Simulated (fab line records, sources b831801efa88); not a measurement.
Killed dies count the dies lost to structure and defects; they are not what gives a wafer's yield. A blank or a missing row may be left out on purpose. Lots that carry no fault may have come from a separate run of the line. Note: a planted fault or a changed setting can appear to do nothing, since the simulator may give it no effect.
Tool commonality check | flow sky130 | Lots sampled 14, wafers sampled 42

## WHY IT WAS OPENED
SKY_VIA3_RS_MEAS_22, reading VIA3_W_RS: flagged on 2 of 14 lots. Wafers without a fault read 0.294 ohm/sq, standard deviation 0.003.
Rule: flag the lot when none of its wafers has a number, or when each of its wafers that has one lies beyond 4 standard deviations from that mean. All remaining lots are regarded as sound.

lot  | measured     | on           | VIA3_W_RS (ohm/sq), wafer by wafer | flag
L125 | day 39 10:05 | filmMetro-04 | 0.290 0.287 0.291                  | 
L126 | day 39 11:05 | filmMetro-02 | 0.293 0.298 0.296                  | 
L127 | day 39 15:46 | filmMetro-02 | 0.290 0.296 0.295                  | 
L130 | day 40 22:22 | filmMetro-02 | 0.294 0.296 0.293                  | 
L131 | day 41 01:50 | filmMetro-03 | 0.297 0.293 0.296                  | 
L133 | day 41 15:47 | filmMetro-02 | 0.299 0.299 0.295                  | 
L139 | day 43 05:07 | filmMetro-04 | 56.021 57.398 56.563               | FLAGGED
L140 | day 43 14:57 | filmMetro-03 | 57.225 55.771 56.139               | FLAGGED
L142 | day 44 03:01 | filmMetro-03 | 0.295 0.291 0.292                  | 
L145 | day 45 03:43 | filmMetro-03 | 0.293 0.292 0.294                  | 
L144 | day 45 05:57 | filmMetro-02 | 0.293 0.293 0.289                  | 
L146 | day 45 12:33 | filmMetro-02 | 0.297 0.295 0.297                  | 
L147 | day 45 13:14 | filmMetro-02 | 0.295 0.294 0.295                  | 
L148 | day 45 17:52 | filmMetro-02 | 0.288 0.287 0.291                  | 
The numbers of the flagged lots are 56.520 ohm/sq on average: +56.226 ohm/sq against the usual, or +99 or more standard deviations.

## LOT BY LOT: THE TOOL USED
The record keeps 1 process step preceding the reading, out of 708 steps on the route. In each cell: the tool, then ch and the chambers that the sampled wafers went through, then the start.
lot  | flag    | SKY_VIA3_CVD_21
L125 |         | cvdW-02 ch 0,1, day 39 09:58
L126 |         | cvdW-01 ch 0,1, day 39 10:57
L127 |         | cvdW-02 ch 0,1, day 39 15:38
L130 |         | cvdW-01 ch 0,1, day 40 22:14
L131 |         | cvdW-01 ch 0,1, day 41 01:43
L133 |         | cvdW-02 ch 0,1, day 41 15:38
L139 | FLAGGED | cvdW-02 ch 0,1, day 43 05:00
L140 | FLAGGED | cvdW-01 ch 0,1, day 43 14:50
L142 |         | cvdW-01 ch 0,1, day 44 02:50
L145 |         | cvdW-01 ch 0,1, day 45 03:34
L144 |         | cvdW-02 ch 0,1, day 45 05:50
L146 |         | cvdW-01 ch 0,1, day 45 12:26
L147 |         | cvdW-01 ch 0, day 45 13:07
L148 |         | cvdW-02 ch 0,1, day 45 17:38
What the steps here do:
- SKY_VIA3_CVD_21: deposits W, target thk 390 nm, time 117.31 s.
- SKY_VIA3_RS_MEAS_22: measures by four-point-probe.

## FLAGGED OVER TOTAL, TOOL BY TOOL (the gauges that took the reading come last)
step                | tool         | lots run | flagged | share of the flagged lots | sound lots run after its first flagged lot
SKY_VIA3_CVD_21     | cvdW-01      | 8        | 1       | some                      | 4 (L142,L145,L146,L147)
SKY_VIA3_CVD_21     | cvdW-02      | 6        | 1       | some                      | 2 (L144,L148)
SKY_VIA3_RS_MEAS_22 | filmMetro-02 | 8        | 0       | none                      | -
SKY_VIA3_RS_MEAS_22 | filmMetro-03 | 4        | 1       | some                      | 2 (L142,L145)
SKY_VIA3_RS_MEAS_22 | filmMetro-04 | 2        | 1       | some                      | 0

## WHAT THE TABLE ALLOWS
No row of the table ran every flagged lot.

## WHAT THE SIMULATOR HAD INSERTED
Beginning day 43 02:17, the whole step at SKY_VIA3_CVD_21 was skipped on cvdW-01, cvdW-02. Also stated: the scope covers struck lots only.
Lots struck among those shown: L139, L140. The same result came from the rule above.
